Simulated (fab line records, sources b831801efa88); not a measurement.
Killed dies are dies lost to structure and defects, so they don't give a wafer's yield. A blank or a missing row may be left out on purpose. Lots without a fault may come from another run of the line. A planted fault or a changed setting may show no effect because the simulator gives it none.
Problem report in the 8D (eight disciplines) form, filled by code | flow sky130 | the parts of the form that need people (team, actions taken, sign-off) are left out

1. THE PROBLEM
LI_CONTACT_HDPCVD_THK at SKY_LI_CONTACT_THK_MEAS_01 reads a mean of 1293 nm on 4 wafers of 3 lots; wafers without a fault read 924 nm with a standard deviation of 9.7. That is +38 standard deviations from the usual mean.
First seen on wafer L822.2, day 32 01:35, on film_metro-04. The record holds 37 wafers of 13 lots with a number at this step. Rule for "out", or "out of limits": more than 4 standard deviations from the usual mean. The other wafers with a number count as sound.

2. WHAT IT IS AND WHAT IT IS NOT
question                    | is                             | is not
which readings at this step | LI_CONTACT_HDPCVD_THK          | -
which lots                  | L822, L823, L824               | L811, L812, L813, L816, L817, L819, L821, L830, L832, L833
which wafers of those lots  | L822.2, L822.3, L823.3, L824.2 | L823.1, L824.1, L824.6
read on which gauges        | film_metro-04                  | film_metro-02, film_metro-03
when                        | from day 32 01:35              | up to then (21 sound wafers); but 12 sound wafers of L823, L824, L830, L832, L833 came after

3. SUSPECTS, AND WHAT RULES EACH OUT
Counting: a tool at a process step up to the reading stays a suspect if it ran every lot that is out. Sound lots after the first of them don't rule it out here, since some wafers of a struck lot are sound.
- the gauge at SKY_LI_CONTACT_THK_MEAS_01: ruled out. All the wafers that are out were read on film_metro-04, but those of them that SKY_LI_CONTACT_CMP_02 has rows for are out there too, on other tools.
- hdpcvd-01 at SKY_LI_CONTACT_HDPCVD_00 (deposits PSG, target thk 930 nm, time 155 s): kept. It ran every lot that is out, first L822 (day 32 01:29); its last sound lot up to then is L819 (day 31 03:40).
Left after counting: hdpcvd-01 at SKY_LI_CONTACT_HDPCVD_00.

4. THE CAUSE (what the simulator had put in)
Process parameter drift: hdpcvd-01, from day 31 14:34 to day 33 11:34, at SKY_LI_CONTACT_HDPCVD_00. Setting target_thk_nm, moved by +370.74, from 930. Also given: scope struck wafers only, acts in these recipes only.
Counting left only this tool.

5. THE CHAIN OF EFFECTS, in route order
Each row: a reading whose mean over the struck wafers that have a number lies more than 3 standard deviations from the usual. Only readings for which the record gives a usual standard deviation are gone through. hours: the time from each lot's start at the first step in this table that gives one to its start at this step, as a median over the lots. sigmas: the change in usual standard deviations.
hours | step                       | reading               | usual  | on struck wafers | change | sigmas
0     | SKY_LI_CONTACT_THK_MEAS_01 | LI_CONTACT_HDPCVD_THK | 924 nm | 1293             | +369   | +38
0     | SKY_LI_CONTACT_CMP_02      | time_to_endpoint_s    | 32.2 s | 70.0             | +37.8  | +17
The process steps in it:
- SKY_LI_CONTACT_CMP_02: polishes PSG.

6. WHAT WOULD HAVE CAUGHT IT SOONER
In this record the first reading out of limits at a measuring or inspecting step was taken at day 32 01:35, 11 hours after the fault began at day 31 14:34.
Of the lots that are out (3), L823, L824 began SKY_LI_CONTACT_HDPCVD_00 on hdpcvd-01 after day 32 01:35. A hold on the tool at that time would have spared those 2.
